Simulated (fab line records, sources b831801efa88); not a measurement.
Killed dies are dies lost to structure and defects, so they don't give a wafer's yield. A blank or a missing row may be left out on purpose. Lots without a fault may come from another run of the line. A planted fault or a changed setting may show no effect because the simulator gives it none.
Which tool did it? | flow gf180mcu | 12 lots, 36 wafers sampled, at 3 steps of a route of 602

WHAT THE GAUGES READ, wafer by wafer
GF_V3_THK_MEAS_25: measures by xrf.
lot  | measured     | on            | V3_W_THK (nm)
L075 | day 23 01:40 | film_metro-01 | 350 350 355
L077 | day 24 00:13 | film_metro-01 | 352 351 350
L079 | day 24 05:04 | film_metro-01 | 348 345 349
L081 | day 25 06:29 | film_metro-03 | 356 351 350
L083 | day 25 14:46 | film_metro-04 | 353 355 349
L085 | day 26 08:05 | film_metro-04 | 357 356 354
L088 | day 26 23:46 | film_metro-01 | 360 360 375
L089 | day 27 12:09 | film_metro-01 | 348 348 344
L091 | day 28 02:57 | film_metro-03 | 376 373 362
L093 | day 28 17:55 | film_metro-04 | 361 359 357
L095 | day 29 03:47 | film_metro-03 | 359 360 354
L097 | day 29 17:20 | film_metro-03 | 364 377 366

WHICH TOOL RAN EACH LOT (tool, then ch and the chambers of the sampled wafers, then the start)
lot  | GF_M2_STRIP_17                       | GF_V2_CVD_02
L075 | plasma_asher-03 ch 1, day 19 21:13   | pecvd-03 ch 0,1, day 19 22:01
L077 | plasma_asher-01 ch 0,1, day 20 21:21 | pecvd-02 ch 0,1, day 20 22:01
L079 | plasma_asher-03 ch 0,1, day 21 03:19 | pecvd-02 ch 1,2, day 21 04:01
L081 | plasma_asher-02 ch 0,1, day 22 06:10 | pecvd-03 ch 0,1,2, day 22 06:49
L083 | plasma_asher-02 ch 0,1, day 22 15:52 | pecvd-02 ch 0,1,2, day 22 16:41
L085 | plasma_asher-03 ch 1, day 23 10:10   | pecvd-02 ch 0,1,2, day 23 10:49
L088 | plasma_asher-01 ch 0,1, day 24 03:14 | pecvd-04 ch 0,2, day 24 03:56
L089 | plasma_asher-01 ch 0,1, day 24 16:47 | pecvd-02 ch 0,2, day 24 17:29
L091 | plasma_asher-02 ch 0,1, day 25 09:06 | pecvd-04 ch 0,1,2, day 25 09:46
L093 | plasma_asher-01 ch 0,1, day 26 00:59 | pecvd-03 ch 0,1, day 26 01:45
L095 | plasma_asher-03 ch 0,1, day 26 09:20 | pecvd-02 ch 0,1,2, day 26 10:02
L097 | plasma_asher-03 ch 1, day 27 00:43   | pecvd-04 ch 0,1, day 27 01:25
- GF_M2_STRIP_17: strips in O2/N2.
- GF_V2_CVD_02: deposits SiO2 from TEOS, target thk 850 nm, time 94.851 s.

THE ANSWER, worked out from the rows above alone
Rule: what is usual is taken from the lots themselves. Put in order of their means at a reading, lots are off if they are a third of the lots or fewer, leave a main group of 4 or more, and stand apart from it by a gap of 3 or more times the standard deviation of the main group's means; of several such gaps the widest counts. A main group whose means are all the same, to the digits that the tables above print for the reading, isn't used. A lot without any number at a reading at which 4 lots or more have one is off too. The other lots that the step has rows for count as sound.
No lot is off at any reading shown: from this, nothing can be told.

WHAT THE SIMULATOR HAD PUT IN
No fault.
